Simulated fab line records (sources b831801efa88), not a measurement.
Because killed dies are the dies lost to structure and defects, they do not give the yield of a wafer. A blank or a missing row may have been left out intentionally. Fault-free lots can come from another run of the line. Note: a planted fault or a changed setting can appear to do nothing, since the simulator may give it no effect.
Split-lot trial ; flow sky130 ; 5 lots, 23 wafers read, on a route of 708 steps

THE SPLIT ITSELF
At SKY_VT_ADJUST_PCH_IMPLANT_08, the setting dose cm2 was moved away from the recipe's 5e+11 on 12 of the 23 wafers read, by -6.5% to +6.9%. This setting was run at the recipe's value on the other wafers.

SPLIT TO READING: what lies between them in the file, 1 step
- SKY_VT_ADJUST_PCH_STRIP_09: strips in O2/N2

THE READING
VT_ADJUST_PCH_TW, at SKY_VT_ADJUST_PCH_TW_MEAS_10. On this fab line, fault-free wafers typically give 141.8 with a standard deviation of 1.1.

wafer;tool, chamber at the split;dose cm2 as run;against the recipe;VT_ADJUST_PCH_TW;against lot-mates on the recipe
L074.1;implanter-02, 0;5e+11;recipe;142.7;-
L074.3;implanter-02, 0;5.174e+11;+3.5%;143.3;+0.8
L074.4;implanter-02, 0;5.174e+11;+3.5%;144.1;+1.5
L074.5;implanter-02, 0;5.174e+11;+3.5%;143.6;+1.0
L074.6;implanter-02, 0;5e+11;recipe;142.4;-
L076.2;implanter-01, 0;5e+11;recipe;142.5;-
L076.4;implanter-01, 0;5e+11;recipe;141.8;-
L076.6;implanter-01, 0;5e+11;recipe;141.0;-
L077.1;implanter-01, 0;5e+11;recipe;142.4;-
L077.2;implanter-01, 0;5.344e+11;+6.9%;144.2;+2.0
L077.3;implanter-01, 0;5e+11;recipe;142.0;-
L077.4;implanter-01, 0;5.344e+11;+6.9%;144.4;+2.2
L077.6;implanter-01, 0;5.344e+11;+6.9%;144.8;+2.6
L079.1;implanter-01, 0;5.178e+11;+3.6%;142.7;+1.1
L079.2;implanter-01, 0;5.178e+11;+3.6%;143.4;+1.8
L079.3;implanter-01, 0;5.178e+11;+3.6%;142.1;+0.5
L079.4;implanter-01, 0;5e+11;recipe;141.9;-
L079.5;implanter-01, 0;5e+11;recipe;141.2;-
L084.2;implanter-01, 0;5e+11;recipe;140.3;-
L084.3;implanter-01, 0;4.674e+11;-6.5%;138.2;-1.9
L084.4;implanter-01, 0;4.674e+11;-6.5%;137.5;-2.6
L084.5;implanter-01, 0;5e+11;recipe;139.8;-
L084.6;implanter-01, 0;4.674e+11;-6.5%;137.8;-2.2

THE FIT
A straight line over all 23 wafers: VT_ADJUST_PCH_TW changes by +0.495 for each +1% of dose cm2; r = +0.92; the points scatter about the line by 0.8.
The same after taking each lot's own level away (the mean of its wafers on the recipe; 23 wafers): +0.334 for each +1%; r = +0.96; scatter 0.39.
The reading moves by 2.3 for the largest change in dose cm2, on that fit.
The lots' own levels span 140.05 to 142.55, that is 2.3 times the standard deviation above.
So the slope is not independent of the lot-to-lot level: the two fits are not the same.
Check: with one of the wafers moved furthest among these (+6.9%) left out of the fit, the line predicts +2.33 for it against its lot-mates. Against them it came out at +2.

FURTHER SPLITS ON THESE WAFERS
These wafers also went through other splits before the reading. Each is held against what the fit with the lots' levels taken away leaves over:
other split on the same wafers;wafers away from the commonest value;r with VT_ADJUST_PCH_TW (lot level and that fit taken away)
SKY_VT_ADJUST_NCORE_COAT_02 resist thk nm;11;-0.04
SKY_VT_ADJUST_HVTR_COAT_02 spin rpm;11;+0.26
SKY_VT_ADJUST_HVTR_DEVELOP_06 dev temp c;10;-0.24

THE FILE'S OWN FIT
VT_ADJUST_PCH_TW changes by +0.328 for each +1% of dose cm2, r = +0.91.
